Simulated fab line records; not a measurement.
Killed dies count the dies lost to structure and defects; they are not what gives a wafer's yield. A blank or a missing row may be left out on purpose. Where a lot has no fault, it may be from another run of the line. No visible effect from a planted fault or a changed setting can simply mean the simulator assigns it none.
Tool commonality check    flow gf180mcu    10 lots, 30 wafers sampled

WHY IT WAS OPENED
Of 10 lots, 4 have the reading VT_IMPLANT_2_TW flagged at GF_VT_IMPLANT_TW_MEAS_21. No-fault wafers: 1208, standard deviation 11.
Rule: a lot is flagged in two cases, either no wafer of it has a number, or all its wafers with numbers fall more than 4 standard deviations from that mean. The rest of the lots are taken to be sound.

lot   measured     on             VT_IMPLANT_2_TW, wafer by wafer  flag
L711  day 6 09:19  film-metro-04  1195 1200 1192                   
L712  day 6 15:23  film-metro-04  1201 1206 1198                   
L713  day 6 18:38  film-metro-03  1224 1223 1230                   
L714  day 7 02:46  film-metro-03  1212 1224 1220                   
L715  day 7 07:10  film-metro-04  1193 1201 1196                   
L716  day 7 14:25  film-metro-02  1213 1211 1211                   
L717  day 8 02:42  film-metro-04  863 861 855                      FLAGGED
L718  day 8 09:10  film-metro-03  878 881 879                      FLAGGED
L719  day 8 12:14  film-metro-03  888 880 879                      FLAGGED
L720  day 8 16:24  film-metro-02  875 871 870                      FLAGGED
Average over the flagged lots: 873; offset from the usual -335, equal to -30 standard deviations.

WHICH TOOL EACH LOT WENT THROUGH
Before the reading, the record contains 2 process steps out of a 602-step route. In each cell: the tool, then ch and the chambers that the sampled wafers went through, then the start.
lot   flag     GF_VT_IMPLANT_IMPLANT_19        GF_VT_IMPLANT_STRIP_20
L711           implanter-03 ch 0, day 6 09:04  plasma-asher-02 ch 0,1, day 6 09:13
L712           implanter-04 ch 0, day 6 15:08  plasma-asher-01 ch 0,1, day 6 15:16
L713           implanter-03 ch 0, day 6 18:25  plasma-asher-01 ch 0,1, day 6 18:34
L714           implanter-04 ch 0, day 7 02:32  plasma-asher-01 ch 0,1, day 7 02:40
L715           implanter-04 ch 0, day 7 06:55  plasma-asher-03 ch 0,1, day 7 07:04
L716           implanter-03 ch 0, day 7 14:10  plasma-asher-02 ch 0,1, day 7 14:19
L717  FLAGGED  implanter-03 ch 0, day 8 02:27  plasma-asher-02 ch 0,1, day 8 02:36
L718  FLAGGED  implanter-03 ch 0, day 8 08:55  plasma-asher-01 ch 0,1, day 8 09:04
L719  FLAGGED  implanter-03 ch 0, day 8 12:02  plasma-asher-01 ch 0,1, day 8 12:08
L720  FLAGGED  implanter-03 ch 0, day 8 16:10  plasma-asher-01 ch 1, day 8 16:17
These steps, and what they do:
- GF_VT_IMPLANT_IMPLANT_19
- GF_VT_IMPLANT_STRIP_20: strips in O2/N2.
- GF_VT_IMPLANT_TW_MEAS_21

FLAGGED OVER TOTAL, TOOL BY TOOL (the gauges that took the reading come last)
step                      tool             lots run  flagged  share of the flagged lots  sound lots run after its first flagged lot
GF_VT_IMPLANT_IMPLANT_19  implanter-03     7         4        all                        0
GF_VT_IMPLANT_IMPLANT_19  implanter-04     3         0        none                       -
GF_VT_IMPLANT_STRIP_20    plasma-asher-01  6         3        some                       0
GF_VT_IMPLANT_STRIP_20    plasma-asher-02  3         1        some                       0
GF_VT_IMPLANT_STRIP_20    plasma-asher-03  1         0        none                       -
GF_VT_IMPLANT_TW_MEAS_21  film-metro-02    2         1        some                       0
GF_VT_IMPLANT_TW_MEAS_21  film-metro-03    4         2        some                       0
GF_VT_IMPLANT_TW_MEAS_21  film-metro-04    4         1        some                       0

WHAT IS ALLOWED BY THE TABLE
All flagged lots share 1 row of the table, namely implanter-03 at GF_VT_IMPLANT_IMPLANT_19.
- implanter-03 at GF_VT_IMPLANT_IMPLANT_19: 4 of its 7 lots flagged. Last sound lot L716 at day 7 14:10, first flagged lot L717 at day 8 02:27; a fault beginning in between fits.
implanter-03 at GF_VT_IMPLANT_IMPLANT_19 is the single tool remaining.

WHAT THE SIMULATOR PUT IN
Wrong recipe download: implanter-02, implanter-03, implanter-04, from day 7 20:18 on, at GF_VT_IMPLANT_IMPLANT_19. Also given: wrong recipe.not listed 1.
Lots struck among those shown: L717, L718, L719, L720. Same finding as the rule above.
